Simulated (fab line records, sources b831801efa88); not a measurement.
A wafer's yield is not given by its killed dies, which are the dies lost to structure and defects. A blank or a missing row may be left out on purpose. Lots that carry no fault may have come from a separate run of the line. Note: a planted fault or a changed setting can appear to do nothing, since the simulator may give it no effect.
A lot that was struck, set against a sound lot :: flow sky130 :: 16 out of 708 route steps
Sound: wafers L479.1, L479.2, L479.4. Struck: wafers L468.2, L468.5 (left out: L468.1, a lot-mate that was not struck); the cause follows at the end.
Order at every step that has rows: each side's tool, ch and its chambers, its first start. Under that, the readings that differ: sound wafers :: struck wafers :: difference of the means :: sigmas: that difference in standard deviations of wafers without a fault.
alike: readings whose means differ by less than 2 such deviations, and words and numbers that are the same on both sides. not compared: withheld readings, readings that some wafer has no value for, bounds like >300 that may hide the same value, and numbers for which the record gives no deviation and whose values overlap.
A row with sigmas, a row that says differs or no value, or rows on one side alone: a step with any of these is where the two part. When numbers do not overlap yet have no deviation, they are printed without sigmas and do not part them. Lack of a reading on every wafer of one side parts them only where that side has two or more wafers.

first, 7 steps without rows for these wafers: SKY_METAL3_HMDS_06 (prime time 60 s); SKY_METAL3_COAT_07 (resist thk 60 nm); SKY_METAL3_COAT_08 (resist thk 1140 nm); SKY_METAL3_SOFTBAKE_09 (time 90 s); SKY_METAL3_EXPOSE_10 (exposes mask MM3, target cd 300 nm); SKY_METAL3_PEB_11; SKY_METAL3_DEVELOP_12 (develop time 60 s).
SKY_METAL3_CD_MEAS_13: the cd target is 300 nm.
  struck on cd sem-01, day 40 01:49; sound on cd sem-02, day 43 08:56
  alike: cd nm
SKY_METAL3_OVL_MEAS_14:
  struck on overlay-02, day 40 01:56; sound on overlay-02, day 43 09:03
  alike: METAL3_OVL
SKY_METAL3_DESCUM_15: chemistry O2, time 8 s.
  sound on rie metal-03 ch 0,1, day 43 09:05; struck on rie metal-01 ch 0,1, day 40 01:59
  alike: drypump motor current A, oes product au
  not compared: rf hours counter h
SKY_METAL3_ETCH_16: etches BARC in N2/H2, stops on SiO2, time 88.2 s, target depth 60 nm.
  sound on rie metal-03 ch 0,1, day 43 09:07; struck on rie metal-01 ch 0,1, day 40 02:01
reading: oes product au (a.u.)
sound: 0.624 0.620 0.621
struck: 0.628 0.634
difference: +0.009
sigmas: +2
  alike: bias w, drypump motor current A, h2 flow sccm, run length s, throttle valve pct
  not compared: rf hours counter h
SKY_METAL3_ETCH_17: etches SiO2 in C4F8/O2/Ar, stops on TiN, time 3.9 s, target depth 15 nm.
  sound on rie diel-01 ch 0,2,3, day 43 09:13; struck on rie diel-04 ch 2,3, day 40 02:07
  alike: bias w, oes product au
  not compared: rf hours counter h
SKY_METAL3_METAL_ETCH_18: etches the open film in Cl2/BCl3, stops on SiO2, target depth 845 nm, time 183.1 s.
  sound on rie metal-04 ch 0,1, day 43 09:14; struck on rie metal-03 ch 0, day 40 02:07
reading: bias w (W)
sound: 48.36 48.41 48.38
struck: - -
difference: no value on the struck wafers
sigmas: 

reading: oes product au (a.u.)
sound: 0.856 0.869 0.861
struck: 1.002 0.991
difference: +0.134
sigmas: +21

reading: run length s (s)
sound: 211.4 211.5 210.9
struck: 184.9 185.2
difference: -26.2
sigmas: -36

reading: model.KrF-thick_of_METAL3_COAT_08.thk nm (nm)
sound: 544.9 532 544.5
struck: 616.6 616.4
difference: +76.0
sigmas: 

reading: model.METAL3.cd nm (nm)
sound: 298.6 297.5 300.4
struck: 311.4 309.6
difference: +11.7
sigmas: 

reading: model.SiO2_of_VIA2_HDPCVD_00.thk nm (nm)
sound: 466.9 466.5 466
struck: 470.1 469.5
difference: +3.3
sigmas: 
  alike: bcl3 flow sccm, drypump motor current A, throttle valve pct
  not compared: rf hours counter h
SKY_METAL3_STRIP_19: strips in O2/N2.
  sound on plasma asher-01 ch 0,1, day 43 09:25; struck on plasma asher-03 ch 1, day 40 02:22
reading: oes product au (a.u.)
sound: 0.509 0.507 0.508
struck: 0.542 0.540
difference: +0.033
sigmas: +7

reading: strip time to endpoint s (s)
sound: 6.70 6.58 6.71
struck: 7.40 7.42
difference: +0.75
sigmas: +11
  alike: drypump motor current A, o2 flow sccm
  not compared: rf hours counter h
then, 1 step without rows for these wafers: SKY_METAL3_STRIP_20 (strips in post etch residue remover, time 1200 s).
-- the record jumps here: 7 days lie between the struck wafers' starts before and after (it left off in module METAL3 and takes up again in module PAD_OPEN, whose first step shown is number 708 of the route) --
SKY_PAD_OPEN_PROBE_99:
  struck on prober-02, day 46 23:40; sound on prober-01, day 49 15:35
reading: model.etest.met3.width nm (nm)
sound: 303.8 297.7 299
struck: 306.6 307.1
difference: +6.7
sigmas: 

reading: model.etest.met3 comb.leak log10 a um
sound: -12.15 -11.98 -11.91
struck: -11.53 -11.4
difference: +0.55
sigmas: 

reading: model.etest.met3.line ohm um
sound: 0.1438 0.1444 0.1431
struck: 0.1405 0.1399
difference: -0.0036
sigmas: 

== WHERE THEY PART ==
Earliest at SKY_METAL3_ETCH_16; latest, in this record, at SKY_METAL3_STRIP_19.

WHY: what the simulator had put in
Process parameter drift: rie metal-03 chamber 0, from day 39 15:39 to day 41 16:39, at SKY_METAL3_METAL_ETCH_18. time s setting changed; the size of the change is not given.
